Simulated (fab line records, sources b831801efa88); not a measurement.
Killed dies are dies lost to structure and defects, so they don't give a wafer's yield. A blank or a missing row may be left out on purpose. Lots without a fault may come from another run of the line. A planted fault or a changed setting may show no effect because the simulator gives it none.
A struck lot beside a sound one | flow sky130 | 15 steps out of a route of 708
Sound: wafers L569.3, L569.4, L569.5. Struck: wafer L583.5. (L583.2, L583.6 of the same lot were not struck and are left out.) The cause comes at the end.
At each step with rows: each side's tool, then ch and its chambers, then its first start. Under that, the readings that differ: sound wafers | struck wafers | difference of the means | sigmas: that difference in standard deviations of wafers without a fault.
alike: readings whose means differ by less than 2 such deviations, and words and numbers that are the same on both sides. not compared: withheld readings, readings that some wafer has no value for, bounds like >300 that may hide the same value, and numbers for which the record gives no deviation and whose values overlap.
The two part at a step that has a row with sigmas, a row that says differs or no value, or rows on one side only. Numbers that don't overlap but have no deviation are shown without sigmas and don't part them. A reading that every wafer of one side lacks parts them only if that side has two wafers or more.

first, 1 step without rows for these wafers: SKY_POLY_GATE_CVD_03 (deposits Si3N4 from DCS/NH3, target thk 75 nm, time 1290 s).
SKY_POLY_GATE_THK_MEAS_04:
  sound on film_metro-03, day 15 16:16; struck on film_metro-03, day 20 11:49
  reading                   | sound          | struck | difference | sigmas
  POLY_GATE_CVD_03_THK (nm) | 75.6 75.3 75.4 | 72.9   | -2.5       | -4
then, 8 steps without rows for these wafers: SKY_POLY_GATE_DEHYDRATE_05 (time 60 s); SKY_POLY_GATE_HMDS_06 (prime time 60 s); SKY_POLY_GATE_COAT_07 (resist thk 110 nm); SKY_POLY_GATE_COAT_08 (resist thk 450 nm); SKY_POLY_GATE_SOFTBAKE_09 (time 90 s); SKY_POLY_GATE_EXPOSE_10 (exposes mask P1M, target cd 150 nm); SKY_POLY_GATE_PEB_11; SKY_POLY_GATE_DEVELOP_12 (develop time 60 s).
SKY_POLY_GATE_CD_MEAS_13: target cd 150 nm.
  sound on cd_sem-01, day 16 20:36; struck on cd_sem-02, day 21 18:45
  alike: cd_nm
SKY_POLY_GATE_OVL_MEAS_14:
  sound on overlay-01, day 16 20:41; struck on overlay-02, day 21 18:51
  alike: POLY_GATE_OVL
SKY_POLY_GATE_ETCH_15: etches BARC in N2/H2, stops on SiO2, time 118.5 s, target depth 110 nm.
  sound on rie_diel-04 ch 2,3, day 16 20:43; struck on rie_diel-03 ch 0, day 21 18:53
  reading               | sound             | struck | difference | sigmas
  oes_product_au (a.u.) | 0.715 0.716 0.717 | 0.744  | +0.028     | +6
  run_length_s (s)      | 147.3 146.8 147.7 | 143.5  | -3.8       | -7
  alike: chamber_pressure_mTorr, drypump_motor_current_A, throttle_valve_pct
  not compared: rf_fwd_power_W, rf_hours_counter_h
SKY_POLY_GATE_ETCH_16: etches Si3N4 in CH3F/O2, stops on poly-Si, time 147.5 s, target depth 75 nm.
  sound on rie_diel-04 ch 2,3, day 16 20:48; struck on rie_diel-03 ch 0, day 21 18:58
  reading                | sound                | struck | difference | sigmas
  throttle_valve_pct (%) | 10.533 10.534 10.536 | 10.563 | +0.029     | +3
  alike: chamber_pressure_mTorr, drypump_motor_current_A, oes_product_au, rf_fwd_power_W, run_length_s
  not compared: rf_hours_counter_h
-- the record jumps here: 28 days lie between the struck wafers' starts before and after (it left off in module POLY_GATE and takes up again in module PAD_OPEN, whose first step shown is number 708 of the route) --
SKY_PAD_OPEN_PROBE_99:
  sound on prober-01, day 46 00:15; struck on prober-01, day 49 07:53
  alike: killed_at_M0_to_M3, killed_at_M4_up, killed_at_contacts, killed_at_front_end, killed_at_other, killed_dies, killed_open, killed_short

WHERE THEY PART
First at SKY_POLY_GATE_THK_MEAS_04; last, within this record, at SKY_POLY_GATE_ETCH_16. Later steps at which nothing parts them and some readings are alike: SKY_PAD_OPEN_PROBE_99.

WHY: what the simulator had put in
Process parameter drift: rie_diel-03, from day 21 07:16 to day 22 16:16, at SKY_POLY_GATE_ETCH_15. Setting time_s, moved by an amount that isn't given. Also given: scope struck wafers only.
